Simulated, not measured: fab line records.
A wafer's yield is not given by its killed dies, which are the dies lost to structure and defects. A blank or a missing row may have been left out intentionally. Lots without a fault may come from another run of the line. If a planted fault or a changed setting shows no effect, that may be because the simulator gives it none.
fab line records	flow sky130
[record] lots = 24	wafers = 72	lastDay = 50
route steps=708 shown FIELD_ISO@15 NWELL@76 VT_ADJUST_PCH@152 LDD_P@266 LI_CONTACT@376 CONTACT@409
lots with no fault: from the same line, run without faults
startH: hours from the record's first day to the start of the lot's first wafer shown	waitH: hours from the lot's prior step to this one	" identical to the entry in the row above	L1.1+2: several wafers, shown together as one row	- either no value or no given start	* or withheld: withheld	< > ~ a bound
route shown NAME@n: names a module that has steps shown in the file, with the first one's number in the route	usual: mean/standard deviation of fault-free wafers	same: alike in all rows	chamber/n: place in a boat	sites: each site's reading	_std_site: standard deviation across them	_edge_site: inner sites' mean taken away from outer sites' mean	radiusMm: how far each site lies from the wafer's centre	mask NAME#n: copy n	behind: the tool/chamber that last shaped the wafer	hold: what put the lot on hold/how long, in hours/how the hold closed	device: whichever transistor did not switch (one of n, p or np)	end of line: tests run on the same wafers once the route is complete	step lacking rows: just its recipe	killed: dies lost to structure and defects at the first sort, not the wafer's yield	map: per-die view of a wafer (x killed, . not killed, _ where there is no die)
set.NAME: the run value of the setting; set.NAME@STEP: its run value at that earlier step	model.NAME: the simulator's own value behind a step, which no gauge read
route steps across a sampled set of lots; one table per step, one row per wafer
services: when a tool's chamber went out of use (startH, in hours from the record's first day, below 0 if earlier), for how many hours, and the reason
[[steps]]
[step SKY_FIELD_ISO_ETCH_14]
[recipe] chemistry = N2/H2	target = BARC	ionEnergyEv = 200	sourceW = 500	biasW = 100	pressureMtorr = 30	n2FlowSccm = 100	h2FlowSccm = 200	stopOn = SiO2	timeS = 45.9	targetDepthA = 600
[usual] drypumpMotorCurrentA = 5.7/0.62	oesProductAu = 0.855/0.0049	throttleValvePct = 13.224/0.0092
lot.wafer	tool	chamber	startH	waitH	drypumpMotorCurrentA	oesProductAu	rfHoursCounterH	throttleValvePct
L074.2	rieDiel-03	2	29.77	0.1	4.8	0.855	143	13.228
L074.3	"	3	"	"	5.2	0.860	103	13.235
L074.4	"	1	"	"	6.0	0.857	-	13.209
L075.4	rieDiel-03	0	33.65	0.0	6.0	0.852	38	13.215
L075.5	"	3	"	"	5.2	0.861	-	13.231
L075.6	"	0	"	"	6.0	0.851	-	13.219
L076.1	rieDiel-04	1	37.92	0.1	4.9	0.857	1	13.242
L076.2	"	3	"	"	5.0	0.852	11	13.233
L076.6	"	1	"	"	4.9	0.852	-	13.226
L077.1	rieDiel-03	1	45.75	0.1	6.1	0.863	46	13.231
L077.4	"	0	"	"	6.0	0.851	38	13.214
L077.6	"	0	"	"	6.0	0.860	-	13.226
L078.3	rieDiel-01	2	50.52	0.1	6.2	0.854	100	13.215
L078.5	"	3	"	"	6.5	0.853	-	13.223
L078.6	"	0	"	"	6.5	0.864	-	13.213
L079.1	rieDiel-03	0	56.52	0.1	6.0	0.856	38	13.224
L079.4	"	1	"	"	6.1	0.857	46	13.230
L079.6	"	3	"	"	5.2	0.858	-	13.218
L080.1	rieDiel-04	1	60.45	0.1	5.0	0.852	1	13.227
L080.2	"	0	"	"	5.2	0.851	115	13.223
L080.6	"	3	"	"	5.0	0.848	-	13.234
L081.1	rieDiel-04	3	69.82	0.1	5.0	0.858	12	13.221
L081.2	"	0	"	"	5.2	0.855	116	13.221
L081.4	"	1	"	"	4.9	0.857	-	13.219
L082.2	rieDiel-01	1	72.70	0.1	5.6	0.851	4	13.243
L082.3	"	3	"	"	6.6	0.847	1	13.223
L082.6	"	1	"	"	5.6	0.860	-	13.220
L083.1	rieDiel-03	3	75.40	0.1	5.2	0.858	104	13.230
L083.3	"	2	"	"	4.8	0.851	144	13.218
L083.5	"	0	"	"	6.0	0.852	-	13.219
L084.1	rieDiel-01	3	80.19	0.1	6.5	0.860	1	13.225
L084.3	"	0	"	"	6.5	0.861	37	13.238
L084.5	"	1	"	"	5.6	0.857	-	13.228
L085.1	rieDiel-04	3	89.07	0.1	5.0	0.866	12	13.212
L085.4	"	1	"	"	4.9	0.854	2	13.245
L085.5	"	2	"	"	5.9	0.860	-	13.221
L086.1	rieDiel-01	3	93.15	0.1	6.5	0.853	1	13.221
L086.4	"	1	"	"	5.6	0.849	5	13.220
L086.6	"	0	"	"	6.5	0.854	-	13.221
L087.4	rieDiel-01	0	97.85	0.0	6.5	0.851	37	13.236
L087.5	"	3	"	"	6.5	0.855	-	13.212
L087.6	"	2	"	"	6.2	0.857	-	13.224
L088.1	rieDiel-01	0	101.57	0.1	6.6	0.861	37	13.235
L088.2	"	3	"	"	6.6	0.856	2	13.210
L088.3	"	2	"	"	6.2	0.852	101	13.250
L089.2	rieDiel-01	1	106.72	0.1	5.6	0.853	5	13.222
L089.3	"	3	"	"	6.6	0.862	2	13.233
L089.4	"	2	"	"	6.2	0.859	101	13.232
L090.1	rieDiel-03	2	111.74	0.1	4.7	0.856	144	13.225
L090.5	"	3	"	"	5.2	0.863	-	13.234
L090.6	"	0	"	"	6.0	0.845	-	13.203
L091.2	rieDiel-01	0	116.85	0.1	6.5	0.860	37	13.222
L091.4	"	1	"	"	5.6	0.859	5	13.231
L091.6	"	1	"	"	5.6	0.860	-	13.214
L092.4	rieDiel-01	0	123.27	0.0	6.5	0.855	37	13.206
L092.5	"	0	"	"	6.5	0.857	-	13.225
L092.6	"	3	"	"	6.5	0.860	-	13.234
L093.2	rieDiel-01	1	130.52	0.1	5.6	0.862	5	13.217
L093.3	"	3	"	"	6.5	0.847	2	13.228
L093.4	"	0	"	"	6.5	0.858	37	13.223
L094.3	rieDiel-04	1	135.12	0.1	4.9	0.850	3	13.217
L094.4	"	0	"	"	5.2	0.844	117	13.243
L094.5	"	2	"	"	5.9	0.853	-	13.234
L095.2	rieDiel-03	0	139.85	0.1	6.0	0.850	40	13.238
L095.5	"	2	"	"	4.7	0.858	-	13.217
L095.6	"	3	"	"	5.2	0.854	-	13.232
L096.2	rieDiel-03	3	144.59	0.1	5.2	0.856	105	13.218
L096.3	"	2	"	"	4.8	0.849	145	13.216
L096.4	"	1	"	"	6.0	0.852	48	13.228
L097.1	rieDiel-04	0	147.82	0.1	5.2	0.854	117	13.228
L097.2	"	1	"	"	4.9	0.869	3	13.226
L097.6	"	0	"	"	5.3	0.845	-	13.231
[step SKY_NWELL_OVL_MEAS_23]
[usual] NWELL_01_OVL = 0.3/1.5
lot.wafer	tool	chamber	startH	waitH	NWELL_01_OVL[nm]
L074.2	overlay-02	-	105.97	-	0.0
L074.3	"	-	"	"	-1.2
L074.4	"	-	"	"	-0.8
L075.4	overlay-02	-	108.88	-	-2.3
L075.5	"	-	"	"	0.5
L075.6	"	-	"	"	-1.9
L076.1	overlay-01	-	117.45	-	0.6
L076.2	"	-	"	"	4.0
L076.6	"	-	"	"	0.2
L077.1	overlay-01	-	125.70	-	1.7
L077.4	"	-	"	"	0.7
L077.6	"	-	"	"	1.8
L078.3	overlay-02	-	129.67	-	-0.2
L078.5	"	-	"	"	-0.8
L078.6	"	-	"	"	-1.4
L079.1	overlay-02	-	135.21	-	-0.2
L079.4	"	-	"	"	0.7
L079.6	"	-	"	"	-0.5
L080.1	overlay-01	-	141.68	-	-0.5
L080.2	"	-	"	"	-1.0
L080.6	"	-	"	"	0.8
L081.1	overlay-01	-	150.63	-	1.2
L081.2	"	-	"	"	-0.1
L081.4	"	-	"	"	1.2
L082.2	overlay-02	-	154.96	-	0.2
L082.3	"	-	"	"	1.1
L082.6	"	-	"	"	-0.2
L083.1	overlay-01	-	157.50	-	1.2
L083.3	"	-	"	"	2.1
L083.5	"	-	"	"	2.0
L084.1	overlay-02	-	163.28	-	1.2
L084.3	"	-	"	"	2.3
L084.5	"	-	"	"	1.1
L085.1	overlay-02	-	174.65	-	0.3
L085.4	"	-	"	"	0.2
L085.5	"	-	"	"	-1.3
L086.1	overlay-01	-	180.88	-	-0.3
L086.4	"	-	"	"	-0.2
L086.6	"	-	"	"	0.8
L087.4	overlay-01	-	184.45	-	-0.8
L087.5	"	-	"	"	-0.3
L087.6	"	-	"	"	0.3
L088.1	overlay-01	-	189.65	-	1.5
L088.2	"	-	"	"	0.2
L088.3	"	-	"	"	-0.1
L089.2	overlay-01	-	194.81	-	2.2
L089.3	"	-	"	"	0.9
L089.4	"	-	"	"	2.2
L090.1	overlay-01	-	199.85	-	-0.1
L090.5	"	-	"	"	2.2
L090.6	"	-	"	"	-1.5
L091.2	overlay-01	-	207.42	-	-1.9
L091.4	"	-	"	"	-2.5
L091.6	"	-	"	"	-3.9
L092.4	overlay-01	-	215.73	-	0.4
L092.5	"	-	"	"	0.5
L092.6	"	-	"	"	1.7
L093.2	overlay-02	-	222.19	-	-0.3
L093.3	"	-	"	"	-0.1
L093.4	"	-	"	"	0.6
L094.3	overlay-01	-	228.67	-	-0.5
L094.4	"	-	"	"	1.1
L094.5	"	-	"	"	-0.3
L095.2	overlay-02	-	233.06	-	-1.1
L095.5	"	-	"	"	-1.2
L095.6	"	-	"	"	-2.5
L096.2	overlay-01	-	239.14	-	1.3
L096.3	"	-	"	"	-1.0
L096.4	"	-	"	"	-0.5
L097.1	overlay-01	-	241.10	-	-0.7
L097.2	"	-	"	"	-0.3
L097.6	"	-	"	"	0.8
[step SKY_VT_ADJUST_PCH_STRIP_09]
[recipe] chemistry = O2/N2	powerW = 1400	pressureMtorr = 1500	platenTempC = withheld	o2FlowSccm = 3000	n2FlowSccm = 300	overashFraction = 0.5
[usual] drypumpMotorCurrentA = 5.6/0.38	oesProductAu = 0.723/0.0044	stripTimeToEndpointS = 36.91/0.098
lot.wafer	tool	chamber	startH	waitH	drypumpMotorCurrentA	oesProductAu	rfHoursCounterH	stripTimeToEndpointS
L074.2	plasmaAsher-03	1	230.47	0.1	5.8	0.723	50	36.87
L074.3	"	1	"	"	5.8	0.721	-	36.97
L074.4	"	0	"	"	5.6	0.726	-	36.94
L075.4	plasmaAsher-01	0	234.72	0.1	5.0	0.727	-	36.99
L075.5	"	1	"	"	6.1	0.717	-	37.04
L075.6	"	0	"	"	5.0	0.720	-	37.06
L076.1	plasmaAsher-01	0	245.52	0.1	5.0	0.730	57	36.98
L076.2	"	1	"	"	6.1	0.726	57	36.90
L076.6	"	0	"	"	5.0	0.724	-	37.09
L077.1	plasmaAsher-02	0	256.05	0.1	5.3	0.728	13	37.06
L077.4	"	0	"	"	5.3	0.722	-	36.98
L077.6	"	0	"	"	5.3	0.715	-	36.95
L078.3	plasmaAsher-01	1	261.32	0.1	6.1	0.718	-	36.83
L078.5	"	1	"	"	6.1	0.713	-	36.90
L078.6	"	0	"	"	5.0	0.723	-	37.02
L079.1	plasmaAsher-03	1	266.35	0.1	5.8	0.722	53	36.85
L079.4	"	1	"	"	5.8	0.724	-	36.84
L079.6	"	0	"	"	5.6	0.727	-	36.88
L080.1	plasmaAsher-01	0	275.70	0.1	4.9	0.713	60	36.91
L080.2	"	1	"	"	6.1	0.724	60	37.07
L080.6	"	0	"	"	5.0	0.719	-	36.96
L081.1	plasmaAsher-02	0	287.05	0.1	5.3	0.721	16	36.90
L081.2	"	1	"	"	5.6	0.715	16	36.91
L081.4	"	0	"	"	5.3	0.725	-	37.01
L082.2	plasmaAsher-01	1	292.45	0.1	6.1	0.725	62	37.04
L082.3	"	0	"	"	5.0	0.714	-	36.93
L082.6	"	1	"	"	6.1	0.722	-	36.97
L083.1	plasmaAsher-01	1	295.45	0.1	6.1	0.723	62	36.86
L083.3	"	0	"	"	5.0	0.719	-	36.78
L083.5	"	1	"	"	6.1	0.727	-	36.80
L084.1	plasmaAsher-02	1	303.99	0.1	5.7	0.720	18	36.99
L084.3	"	0	"	"	5.4	0.730	-	36.98
L084.5	"	1	"	"	5.7	0.712	-	37.05
L085.1	plasmaAsher-02	0	318.09	0.1	5.3	0.723	20	36.95
L085.4	"	1	"	"	5.7	0.720	-	36.81
L085.5	"	1	"	"	5.7	0.721	-	36.93
L086.1	plasmaAsher-01	1	325.48	0.1	6.1	0.722	65	36.78
L086.4	"	1	"	"	6.1	0.721	-	36.74
L086.6	"	0	"	"	5.0	0.726	-	36.81
L087.4	plasmaAsher-03	1	329.43	0.1	5.8	0.723	-	36.83
L087.5	"	0	"	"	5.6	0.731	-	36.80
L087.6	"	1	"	"	5.8	0.724	-	36.87
L088.1	plasmaAsher-02	0	335.13	0.1	5.3	0.719	21	36.89
L088.2	"	1	"	"	5.7	0.723	21	36.86
L088.3	"	1	"	"	5.7	0.720	-	36.87
L089.2	plasmaAsher-02	0	340.48	0.1	5.3	0.721	22	37.10
L089.3	"	0	"	"	5.3	0.721	-	37.03
L089.4	"	1	"	"	5.7	0.730	-	37.00
L090.1	plasmaAsher-03	1	348.28	0.1	5.8	0.719	61	36.80
L090.5	"	1	"	"	5.8	0.721	-	36.81
L090.6	"	0	"	"	5.5	0.727	-	36.67
L091.2	plasmaAsher-01	1	358.65	0.1	6.1	0.720	68	36.75
L091.4	"	0	"	"	5.0	0.730	-	36.78
L091.6	"	0	"	"	4.9	0.725	-	36.78
L092.4	plasmaAsher-01	1	368.23	0.1	6.1	0.721	-	36.90
L092.5	"	1	"	"	6.1	0.730	-	36.96
L092.6	"	0	"	"	5.0	0.723	-	36.95
L093.2	plasmaAsher-02	0	374.65	0.1	5.3	0.718	25	36.94
L093.3	"	1	"	"	5.7	0.726	-	36.79
L093.4	"	0	"	"	5.3	0.724	-	36.94
L094.3	plasmaAsher-03	0	383.63	0.1	5.6	0.724	-	36.84
L094.4	"	1	"	"	5.8	0.717	-	36.92
L094.5	"	1	"	"	5.8	0.720	-	36.84
L095.2	plasmaAsher-03	1	390.67	0.1	5.8	0.726	65	36.83
L095.5	"	0	"	"	5.5	0.715	-	36.95
L095.6	"	1	"	"	5.8	0.723	-	36.92
L096.2	plasmaAsher-03	1	398.02	0.1	5.8	0.722	66	36.70
L096.3	"	0	"	"	5.6	0.724	-	36.69
L096.4	"	1	"	"	5.8	0.728	-	36.81
L097.1	plasmaAsher-01	0	401.42	0.1	5.0	0.717	73	36.88
L097.2	"	1	"	"	6.1	0.717	73	36.82
L097.6	"	0	"	"	4.9	0.717	-	36.89
[step SKY_LDD_P_TW_MEAS_11]
[usual] LDD_P_TW = 639/4.2
lot.wafer	tool	chamber	startH	waitH	LDD_P_TW
L074.2	filmMetro-04	-	433.45	0.1	639
L074.3	"	-	"	"	638
L074.4	"	-	"	"	638
L075.4	filmMetro-04	-	439.74	0.1	636
L075.5	"	-	"	"	638
L075.6	"	-	"	"	637
L076.1	filmMetro-04	-	449.54	0.1	640
L076.2	"	-	"	"	643
L076.6	"	-	"	"	640
L077.1	filmMetro-02	-	469.96	0.1	642
L077.4	"	-	"	"	641
L077.6	"	-	"	"	637
L078.3	filmMetro-01	-	480.23	0.1	637
L078.5	"	-	"	"	638
L078.6	"	-	"	"	636
L079.1	filmMetro-02	-	488.11	0.1	637
L079.4	"	-	"	"	633
L079.6	"	-	"	"	635
L080.1	filmMetro-04	-	500.49	0.1	648
L080.2	"	-	"	"	645
L080.6	"	-	"	"	642
L081.1	filmMetro-04	-	509.69	0.1	634
L081.2	"	-	"	"	632
L081.4	"	-	"	"	634
L082.2	filmMetro-04	-	521.12	0.1	632
L082.3	"	-	"	"	630
L082.6	"	-	"	"	631
L083.1	filmMetro-04	-	525.56	0.1	632
L083.3	"	-	"	"	629
L083.5	"	-	"	"	631
L084.1	filmMetro-01	-	530.29	0.1	644
L084.3	"	-	"	"	642
L084.5	"	-	"	"	645
L085.1	filmMetro-02	-	544.74	0.1	636
L085.4	"	-	"	"	637
L085.5	"	-	"	"	639
L086.1	filmMetro-04	-	556.51	0.1	640
L086.4	"	-	"	"	639
L086.6	"	-	"	"	640
L087.4	filmMetro-02	-	558.94	0.1	636
L087.5	"	-	"	"	634
L087.6	"	-	"	"	635
L089.2	filmMetro-01	-	569.97	0.1	645
L089.3	"	-	"	"	643
L089.4	"	-	"	"	642
L088.1	filmMetro-01	-	570.76	0.1	646
L088.2	"	-	"	"	643
L088.3	"	-	"	"	643
L090.1	filmMetro-04	-	577.61	0.1	644
L090.5	"	-	"	"	644
L090.6	"	-	"	"	644
L091.2	filmMetro-04	-	596.42	0.1	640
L091.4	"	-	"	"	642
L091.6	"	-	"	"	644
L092.4	filmMetro-04	-	604.92	0.1	638
L092.5	"	-	"	"	640
L092.6	"	-	"	"	637
L093.2	filmMetro-02	-	605.31	0.1	635
L093.3	"	-	"	"	632
L093.4	"	-	"	"	634
L094.3	filmMetro-02	-	615.68	0.1	632
L094.4	"	-	"	"	635
L094.5	"	-	"	"	636
L095.2	filmMetro-01	-	621.35	0.1	640
L095.5	"	-	"	"	646
L095.6	"	-	"	"	642
L096.2	filmMetro-01	-	631.65	0.1	640
L096.3	"	-	"	"	641
L096.4	"	-	"	"	642
L097.1	filmMetro-01	-	637.36	0.1	642
L097.2	"	-	"	"	640
L097.6	"	-	"	"	641
[step SKY_LI_CONTACT_ETCH_14]
[recipe] chemistry = N2/H2	target = BARC	ionEnergyEv = 200	sourceW = 500	biasW = 100	pressureMtorr = 30	n2FlowSccm = 100	h2FlowSccm = 200	stopOn = SiO2	timeS = 45.9	targetDepthA = 600
[usual] drypumpMotorCurrentA = 5.9/0.48	oesProductAu = 0.855/0.0047	throttleValvePct = 13.225/0.0094
lot.wafer	tool	chamber	startH	waitH	drypumpMotorCurrentA	oesProductAu	rfHoursCounterH	throttleValvePct
L074.2	rieDiel-01	1	682.59	0.0	5.6	0.849	14	13.212
L074.3	"	3	"	"	6.6	0.851	12	13.211
L074.4	"	2	"	"	6.2	0.847	5	13.225
L075.4	rieDiel-04	1	686.87	0.0	4.9	0.858	14	13.227
L075.5	"	3	"	"	5.0	0.859	-	13.230
L075.6	"	2	"	"	5.9	0.847	-	13.225
L076.1	rieDiel-01	1	699.11	0.0	5.6	0.856	14	13.209
L076.2	"	3	"	"	6.5	0.854	12	13.235
L076.6	"	3	"	"	6.5	0.858	-	13.215
L077.1	rieDiel-01	3	716.01	0.0	6.5	0.849	12	13.233
L077.4	"	2	"	"	6.2	0.855	5	13.224
L077.6	"	2	"	"	6.2	0.855	-	13.216
L078.3	rieDiel-02	1	726.04	0.0	5.5	0.853	29	13.218
L078.5	"	1	"	"	5.5	0.858	-	13.216
L078.6	"	2	"	"	5.5	0.858	-	13.236
L079.1	rieDiel-04	2	732.06	0.0	5.9	0.859	14	13.230
L079.4	"	1	"	"	4.9	0.847	16	13.228
L079.6	"	0	"	"	5.2	0.858	-	13.226
L080.1	rieDiel-02	2	744.79	0.0	5.5	0.854	10	13.231
L080.2	"	1	"	"	5.5	0.853	30	13.241
L080.6	"	3	"	"	5.9	0.844	-	13.211
L081.1	rieDiel-01	0	754.91	0.0	6.5	0.852	0	13.221
L081.2	"	1	"	"	5.6	0.860	16	13.236
L081.4	"	3	"	"	6.5	0.860	13	13.211
L082.2	rieDiel-01	2	762.31	0.0	6.2	0.860	7	13.219
L082.3	"	1	"	"	5.6	0.856	16	13.227
L082.6	"	2	"	"	6.2	0.852	-	13.220
L083.1	rieDiel-02	0	768.26	0.0	5.9	0.852	5	13.236
L083.3	"	2	"	"	5.5	0.861	11	13.230
L083.5	"	1	"	"	5.5	0.858	-	13.246
L084.1	rieDiel-01	0	769.24	0.0	6.5	0.857	1	13.217
L084.3	"	3	"	"	6.5	0.848	14	13.223
L084.5	"	1	"	"	5.6	0.856	-	13.210
L085.1	rieDiel-02	3	783.49	0.0	5.8	0.853	19	13.219
L085.4	"	2	"	"	5.5	0.857	11	13.233
L085.5	"	2	"	"	5.5	0.850	-	13.223
L086.1	rieDiel-01	2	792.16	0.0	6.2	0.856	7	13.217
L086.4	"	0	"	"	6.5	0.855	1	13.232
L086.6	"	0	"	"	6.5	0.859	-	13.226
L087.4	rieDiel-02	2	795.69	0.0	5.5	0.854	12	13.221
L087.5	"	0	"	"	5.9	0.853	-	13.235
L087.6	"	1	"	"	5.5	0.863	-	13.237
L089.2	rieDiel-02	1	804.16	0.0	5.5	0.849	31	13.239
L089.3	"	0	"	"	5.9	0.850	6	13.222
L089.4	"	3	"	"	5.8	0.852	19	13.228
L088.1	rieDiel-01	1	805.06	0.0	5.6	0.861	17	13.225
L088.2	"	0	"	"	6.5	0.856	2	13.231
L088.3	"	2	"	"	6.2	0.866	8	13.222
L090.1	rieDiel-01	3	810.64	0.0	6.5	0.859	15	13.225
L090.5	"	0	"	"	6.5	0.867	-	13.226
L090.6	"	1	"	"	5.6	0.853	-	13.218
L091.2	rieDiel-02	1	825.74	0.0	5.5	0.852	32	13.219
L091.4	"	2	"	"	5.5	0.853	13	13.214
L091.6	"	3	"	"	5.9	0.854	-	13.215
L092.4	rieDiel-01	0	834.01	0.0	6.5	0.858	-	13.234
L092.5	"	1	"	"	5.6	0.861	-	13.217
L092.6	"	3	"	"	6.5	0.853	-	13.243
L093.2	rieDiel-01	3	835.86	0.0	6.5	0.860	16	13.240
L093.3	"	1	"	"	5.6	0.848	18	13.250
L093.4	"	1	"	"	5.6	0.856	-	13.218
L094.3	rieDiel-01	0	843.69	0.0	6.5	0.856	3	13.235
L094.4	"	1	"	"	5.6	0.859	-	13.217
L094.5	"	3	"	"	6.5	0.851	-	13.216
L095.2	rieDiel-01	0	850.14	0.0	6.6	0.862	3	13.236
L095.5	"	2	"	"	6.2	0.857	-	13.218
L095.6	"	3	"	"	6.5	0.854	-	13.226
L096.2	rieDiel-04	1	859.21	0.0	4.9	0.855	19	13.234
L096.3	"	2	"	"	5.9	0.849	17	13.230
L096.4	"	1	"	"	4.9	0.848	-	13.229
L097.1	rieDiel-01	2	863.99	0.0	6.2	0.858	9	13.217
L097.2	"	1	"	"	5.6	0.856	19	13.212
L097.6	"	2	"	"	6.2	0.853	-	13.207
[step SKY_CONTACT_THK_MEAS_03]
[recipe] reads = SiO2_of_CONTACT_HDPCVD_02
[usual] CONTACT_HDPCVD_THK = 564/4.7
lot.wafer	tool	chamber	startH	waitH	CONTACT_HDPCVD_THK[nm]
L074.2	filmMetro-04	-	713.39	0.0	560
L074.3	"	-	"	"	557
L074.4	"	-	"	"	555
L075.4	filmMetro-04	-	717.97	0.0	566
L075.5	"	-	"	"	565
L075.6	"	-	"	"	553
L076.1	filmMetro-04	-	730.59	0.0	558
L076.2	"	-	"	"	565
L076.6	"	-	"	"	559
L077.1	filmMetro-04	-	747.00	0.1	563
L077.4	"	-	"	"	563
L077.6	"	-	"	"	560
L078.3	filmMetro-03	-	756.91	0.1	563
L078.5	"	-	"	"	566
L078.6	"	-	"	"	564
L079.1	filmMetro-03	-	761.51	0.0	571
L079.4	"	-	"	"	573
L079.6	"	-	"	"	569
L080.1	filmMetro-04	-	777.49	0.0	561
L080.2	"	-	"	"	563
L080.6	"	-	"	"	560
L081.1	filmMetro-03	-	785.10	0.0	566
L081.2	"	-	"	"	566
L081.4	"	-	"	"	567
L082.2	filmMetro-04	-	792.96	0.1	563
L082.3	"	-	"	"	561
L082.6	"	-	"	"	564
L083.1	filmMetro-03	-	797.33	0.1	558
L083.3	"	-	"	"	562
L083.5	"	-	"	"	565
L084.1	filmMetro-04	-	797.82	0.0	573
L084.3	"	-	"	"	564
L084.5	"	-	"	"	562
L085.1	filmMetro-04	-	812.34	0.0	563
L085.4	"	-	"	"	570
L085.5	"	-	"	"	566
L086.1	filmMetro-03	-	820.95	0.0	563
L086.4	"	-	"	"	553
L086.6	"	-	"	"	558
L087.4	filmMetro-04	-	825.03	0.0	560
L087.5	"	-	"	"	569
L087.6	"	-	"	"	561
L089.2	filmMetro-01	-	832.18	0.0	564
L089.3	"	-	"	"	562
L089.4	"	-	"	"	561
L088.1	filmMetro-01	-	833.71	0.0	563
L088.2	"	-	"	"	564
L088.3	"	-	"	"	556
L090.1	filmMetro-01	-	839.58	0.0	568
L090.5	"	-	"	"	561
L090.6	"	-	"	"	570
L091.2	filmMetro-01	-	855.12	0.0	572
L091.4	"	-	"	"	567
L091.6	"	-	"	"	565
L092.4	filmMetro-04	-	861.80	0.0	571
L092.5	"	-	"	"	561
L092.6	"	-	"	"	569
L093.2	filmMetro-03	-	864.52	0.0	563
L093.3	"	-	"	"	557
L093.4	"	-	"	"	561
L094.3	filmMetro-01	-	872.03	0.1	564
L094.4	"	-	"	"	566
L094.5	"	-	"	"	560
L095.2	filmMetro-03	-	878.45	0.0	569
L095.5	"	-	"	"	574
L095.6	"	-	"	"	567
L096.2	filmMetro-03	-	887.78	0.0	573
L096.3	"	-	"	"	566
L096.4	"	-	"	"	573
L097.1	filmMetro-04	-	892.09	0.0	567
L097.2	"	-	"	"	561
L097.6	"	-	"	"	565
[[services]]
tool	chamber	startH	hours	kind
rieDiel-01	2	8.97	13.2	repair
rieDiel-01	-	53.48	0.8	repair
rieDiel-04	0	65.63	3.1	repair
rieDiel-04	-	87.00	0.3	repair
rieDiel-01	-	91.98	0.2	repair
rieDiel-01	-	111.39	0.7	repair
rieDiel-01	0	157.93	4.4	repair
rieDiel-01	1	191.29	1.4	repair
rieDiel-01	0	232.94	5.9	repair
rieDiel-01	2	281.69	3.4	repair
rieDiel-01	-	286.58	15.6	pm
rieDiel-01	0	351.26	4.4	repair
plasmaAsher-01	-	421.30	9.0	pm
rieDiel-01	1	458.63	11.1	repair
plasmaAsher-01	-	502.49	1.0	repair
rieDiel-01	-	525.73	2.8	pm
plasmaAsher-01	-	571.96	3.2	repair
rieDiel-01	0	574.98	1.5	repair
rieDiel-01	3	594.16	2.5	repair
plasmaAsher-01	-	633.67	4.3	pm
rieDiel-01	0	694.37	5.2	repair
rieDiel-01	2	718.74	3.6	repair
rieDiel-01	1	796.63	5.0	repair
rieDiel-01	2	829.98	14.9	repair
[[key]]
fault none
